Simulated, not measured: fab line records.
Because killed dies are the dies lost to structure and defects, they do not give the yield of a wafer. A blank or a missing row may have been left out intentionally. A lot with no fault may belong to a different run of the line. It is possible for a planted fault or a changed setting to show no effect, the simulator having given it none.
Matching of chambers :: flow sky130 :: rieDiel-01 running SKY_FIELD_ISO_ETCH_14: 4 sister chambers
The step etches BARC in N2/H2, stops on SiO2, time 45.9 s, target depth 60 nm. 16 wafers are shown with their chamber, then 8 later ones without.

== WAFERS WITH THEIR CHAMBER ==
wafer: L272.1
chamber: 2
drypumpMotorCurrentA (A): 5.9
oesProductAu (a.u.): 0.858
throttleValvePct (%): 13.228

wafer: L272.3
chamber: 3
drypumpMotorCurrentA (A): 5.4
oesProductAu (a.u.): 0.844
throttleValvePct (%): 13.225

wafer: L272.4
chamber: 0
drypumpMotorCurrentA (A): 5.5
oesProductAu (a.u.): 0.856
throttleValvePct (%): 13.239

wafer: L274.1
chamber: 3
drypumpMotorCurrentA (A): 5.4
oesProductAu (a.u.): 0.863
throttleValvePct (%): 13.222

wafer: L274.3
chamber: 2
drypumpMotorCurrentA (A): 6.0
oesProductAu (a.u.): 0.855
throttleValvePct (%): 13.230

wafer: L274.6
chamber: 2
drypumpMotorCurrentA (A): 6.0
oesProductAu (a.u.): 0.852
throttleValvePct (%): 13.209

wafer: L278.2
chamber: 0
drypumpMotorCurrentA (A): 5.5
oesProductAu (a.u.): 0.864
throttleValvePct (%): 13.232

wafer: L278.4
chamber: 3
drypumpMotorCurrentA (A): 5.4
oesProductAu (a.u.): 0.851
throttleValvePct (%): 13.210

wafer: L278.5
chamber: 2
drypumpMotorCurrentA (A): 5.9
oesProductAu (a.u.): 0.848
throttleValvePct (%): 13.233

wafer: L279.1
chamber: 2
drypumpMotorCurrentA (A): 5.9
oesProductAu (a.u.): 0.854
throttleValvePct (%): 13.236

wafer: L279.3
chamber: 0
drypumpMotorCurrentA (A): 5.4
oesProductAu (a.u.): 0.855
throttleValvePct (%): 13.220

wafer: L279.6
chamber: 0
drypumpMotorCurrentA (A): 5.5
oesProductAu (a.u.): 0.859
throttleValvePct (%): 13.234

wafer: L285.2
chamber: 1
drypumpMotorCurrentA (A): 5.8
oesProductAu (a.u.): 0.854
throttleValvePct (%): 13.223

wafer: L285.4
chamber: 0
drypumpMotorCurrentA (A): 5.5
oesProductAu (a.u.): 0.855
throttleValvePct (%): 13.214

wafer: L285.6
chamber: 3
drypumpMotorCurrentA (A): 5.4
oesProductAu (a.u.): 0.850
throttleValvePct (%): 13.224

wafer: L286.3
chamber: 0
drypumpMotorCurrentA (A): 5.5
oesProductAu (a.u.): 0.861
throttleValvePct (%): 13.223

SIGNATURES, as means of the wafers listed above
reading: drypumpMotorCurrentA
chamber 0: 5.483
chamber 1: 5.800
chamber 2: 5.940
chamber 3: 5.400
scatter within a chamber: 0.0412

reading: oesProductAu
chamber 0: 0.85833
chamber 1: 0.85400
chamber 2: 0.85340
chamber 3: 0.85200
scatter within a chamber: 0.0051

reading: throttleValvePct
chamber 0: 13.22700
chamber 1: 13.22300
chamber 2: 13.22720
chamber 3: 13.22025
scatter within a chamber: 0.00934
Rule: for each reading, subtract the chamber's mean from the wafer's reading, divide by that reading's scatter and square the result; add these up over the readings and take the root, which gives the wafer's distance from the chamber. If the next closest chamber is less than 2 further off than the closest, the wafer can't be placed; otherwise it belongs to the closest. The scatter is the square root of a quotient: the sum, over the shown wafers, of each reading's squared deviation from its chamber's mean, divided by wafers minus chambers.

== WAFERS MISSING THEIR CHAMBER ==
wafer: L286.4
drypumpMotorCurrentA (A): 5.4
oesProductAu (a.u.): 0.851
throttleValvePct (%): 13.217

wafer: L286.6
drypumpMotorCurrentA (A): 6.0
oesProductAu (a.u.): 0.856
throttleValvePct (%): 13.228

wafer: L290.2
drypumpMotorCurrentA (A): 5.4
oesProductAu (a.u.): 0.854
throttleValvePct (%): 13.223

wafer: L290.3
drypumpMotorCurrentA (A): 6.0
oesProductAu (a.u.): 0.855
throttleValvePct (%): 13.230

wafer: L290.6
drypumpMotorCurrentA (A): 6.0
oesProductAu (a.u.): 0.851
throttleValvePct (%): 13.222

wafer: L294.1
drypumpMotorCurrentA (A): 5.8
oesProductAu (a.u.): 0.854
throttleValvePct (%): 13.213

wafer: L294.2
drypumpMotorCurrentA (A): 5.5
oesProductAu (a.u.): 0.857
throttleValvePct (%): 13.213

wafer: L294.4
drypumpMotorCurrentA (A): 5.4
oesProductAu (a.u.): 0.857
throttleValvePct (%): 13.232

== THE CHAMBER EACH PASSED THROUGH ==
wafer: L286.4
from the rows above: 3
in truth: 3

wafer: L286.6
from the rows above: 2
in truth: 2

wafer: L290.2
from the rows above: can't be placed: 3 or 0
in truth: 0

wafer: L290.3
from the rows above: 2
in truth: 2

wafer: L290.6
from the rows above: 2
in truth: 2

wafer: L294.1
from the rows above: 1
in truth: 1

wafer: L294.2
from the rows above: can't be placed: 0 or 3
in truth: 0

wafer: L294.4
from the rows above: can't be placed: 3 or 0
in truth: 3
Correct placement for 5 of the 8. Unplaceable from these rows: 3, with the true chamber sitting among the candidates in 3. Wrongly placed: 0.
